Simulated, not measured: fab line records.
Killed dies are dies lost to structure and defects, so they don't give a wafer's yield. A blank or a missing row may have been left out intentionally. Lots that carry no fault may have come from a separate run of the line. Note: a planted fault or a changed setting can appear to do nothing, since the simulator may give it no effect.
Shared-tool check ; flow gf180mcu ; 13 lots, 39 wafers sampled

THE REASON FOR OPENING IT
3 of 13 lots carry a flag on the reading MIM_CVD_05_THK at GF_MIM_THK_MEAS_06. Fault-free wafers read 42.3 nm, with a standard deviation of 0.54.
Rule: a lot is flagged when every wafer of it that has a number lies more than 4 standard deviations from that mean, or none has a number. All remaining lots are regarded as sound.

lot;measured;on;MIM_CVD_05_THK (nm), wafer by wafer;flag
L850;day 24 19:29;film-metro-03;41.8 43.2 42.1;
L853;day 25 08:59;film-metro-02;42.6 42.4 42.6;
L854;day 26 01:02;film-metro-03;42.0 42.6 42.9;
L855;day 26 05:14;film-metro-02;42.1 41.6 42.0;
L857;day 26 20:48;film-metro-03;42.1 43.5 43.2;
L856;day 26 21:08;film-metro-02;84.5 85.4 85.1;FLAGGED
L859;day 27 10:14;film-metro-03;83.9 85.5 85.2;FLAGGED
L862;day 28 12:22;film-metro-02;84.4 85.7 85.4;FLAGGED
L866;day 29 18:05;film-metro-04;41.6 42.4 43.2;
L868;day 30 03:11;film-metro-03;42.8 42.8 42.3;
L871;day 30 19:00;film-metro-02;42.2 41.8 42.2;
L872;day 31 03:13;film-metro-03;41.4 42.1 42.8;
L873;day 31 06:40;film-metro-03;41.4 41.4 41.8;
The numbers of the flagged lots are 85.0 nm on average: +42.7 nm against the usual, or +79 standard deviations.

LOT BY LOT: THE TOOL USED
2 process steps preceding the reading are held in the record, out of 602 steps in the route. In each cell: the tool, then ch and the chambers that the sampled wafers went through, then the start.
lot;flag;GF_MIM_SPUTTER_02;GF_MIM_CVD_05
L850;;pvd-sputter-01, day 24 19:18;pecvd-01 ch 0,1, day 24 19:23
L853;;pvd-sputter-04, day 25 08:52;pecvd-03 ch 0,1,2, day 25 08:58
L854;;pvd-sputter-01, day 26 00:55;pecvd-01 ch 0,1,2, day 26 01:00
L855;;pvd-sputter-01, day 26 05:07;pecvd-03 ch 0,1,2, day 26 05:13
L857;;pvd-sputter-03, day 26 20:40;pecvd-03 ch 0,1,2, day 26 20:45
L856;FLAGGED;pvd-sputter-04, day 26 20:47;pecvd-01 ch 0,1,2, day 26 20:53
L859;FLAGGED;pvd-sputter-04, day 27 09:53;pecvd-03 ch 0,1, day 27 09:59
L862;FLAGGED;pvd-sputter-03, day 28 12:02;pecvd-04 ch 0,1, day 28 12:08
L866;;pvd-sputter-04, day 29 17:57;pecvd-04 ch 0,1, day 29 18:02
L868;;pvd-sputter-04, day 30 03:03;pecvd-01 ch 0,1,2, day 30 03:08
L871;;pvd-sputter-01, day 30 18:53;pecvd-03 ch 0,1,2, day 30 18:58
L872;;pvd-sputter-01, day 31 03:05;pecvd-01 ch 0,1,2, day 31 03:11
L873;;pvd-sputter-04, day 31 06:33;pecvd-03 ch 0,1,2, day 31 06:38
These steps, and what they do:
- GF_MIM_SPUTTER_02: material AlCu, target thk 450 nm, time 23.9 s.
- GF_MIM_CVD_05: deposits Si3N4, target thk 42 nm, time 29.086 s.
- GF_MIM_THK_MEAS_06

FLAGGED AGAINST TOTAL, ONE TOOL AT A TIME (gauges that did the reading follow at the end)
step;tool;lots run;flagged;share of the flagged lots;sound lots run after its first flagged lot
GF_MIM_SPUTTER_02;pvd-sputter-01;5;0;none;-
GF_MIM_SPUTTER_02;pvd-sputter-03;2;1;some;0
GF_MIM_SPUTTER_02;pvd-sputter-04;6;2;some;3 (L866,L868,L873)
GF_MIM_CVD_05;pecvd-01;5;1;some;2 (L868,L872)
GF_MIM_CVD_05;pecvd-03;6;1;some;2 (L871,L873)
GF_MIM_CVD_05;pecvd-04;2;1;some;1 (L866)
GF_MIM_THK_MEAS_06;film-metro-02;5;2;some;1 (L871)
GF_MIM_THK_MEAS_06;film-metro-03;7;1;some;3 (L868,L872,L873)
GF_MIM_THK_MEAS_06;film-metro-04;1;0;none;-

WHAT THE TABLE PERMITS
No row of the table ran every flagged lot.

WHAT THE SIMULATOR HAD INSERTED
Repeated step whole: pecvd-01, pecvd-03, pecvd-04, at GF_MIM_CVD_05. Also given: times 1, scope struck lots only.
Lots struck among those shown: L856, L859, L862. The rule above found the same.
